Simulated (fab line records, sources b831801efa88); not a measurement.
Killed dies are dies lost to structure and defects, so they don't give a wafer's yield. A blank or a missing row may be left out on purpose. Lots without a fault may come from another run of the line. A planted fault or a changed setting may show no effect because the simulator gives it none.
One fault seen from 2 desks | flow gf180mcu | each desk has only its own numbers; what lay behind them comes last

THE TOOL OWNER'S DESK: pvd_sputter-03
The tool's own readings at GF_CONTACT_SPUTTER_22 (material Ti, target thk 15 nm, time 80.02 s): means of the sampled wafers that have a number, for each lot that ran on this tool. A lot is out of limits, marked OUT, if its mean lies more than 4 standard deviations from the usual mean; the brackets give that distance.
Columns: A = throttle_valve_pct at GF_CONTACT_SPUTTER_22, usual 30.1 %
lot  | first seen here | A
L768 | day 16 23:40    | 30.5
L770 | day 17 12:35    | 30.2
L772 | day 18 16:21    | 30.7
L776 | day 19 19:14    | 30.6
L777 | day 20 07:12    | 30.5
L779 | day 20 19:30    | 30.5
L780 | day 21 07:26    | 30.2
L781 | day 21 13:36    | 30.4
L785 | day 22 20:14    | 30.5
L786 | day 23 05:19    | 30.3
This desk's finding: nothing out of limits on any of the 10 lots.

THE METROLOGY DESK
What the gauges read, lot by lot, whatever tool the lot ran on: means of the sampled wafers that have a number. A lot is out of limits, marked OUT, if its mean lies more than 4 standard deviations from the usual mean; the brackets give that distance.
Columns: A = V5_OVL at GF_V5_OVL_MEAS_15, usual -3 nm
lot  | first seen here | A
L767 | day 27 06:06    | -6
L768 | day 28 01:48    | -9
L770 | day 28 12:50    | 10
L772 | day 29 14:00    | 0
L773 | day 29 17:53    | -2
L776 | day 30 07:41    | -5
L777 | day 30 17:17    | -14
L778 | day 30 21:41    | -7
L779 | day 30 23:32    | 2
L780 | day 31 11:47    | -12
L781 | day 31 18:17    | -1
L784 | day 32 08:38    | 7
L785 | day 32 16:23    | -6
L786 | day 32 21:10    | -5
This desk's finding: nothing out of limits on any of the 14 lots.

PUT TOGETHER
The tool owner's desk saw nothing out of limits.
The metrology desk saw nothing out of limits.

WHAT THE SIMULATOR HAD PUT IN
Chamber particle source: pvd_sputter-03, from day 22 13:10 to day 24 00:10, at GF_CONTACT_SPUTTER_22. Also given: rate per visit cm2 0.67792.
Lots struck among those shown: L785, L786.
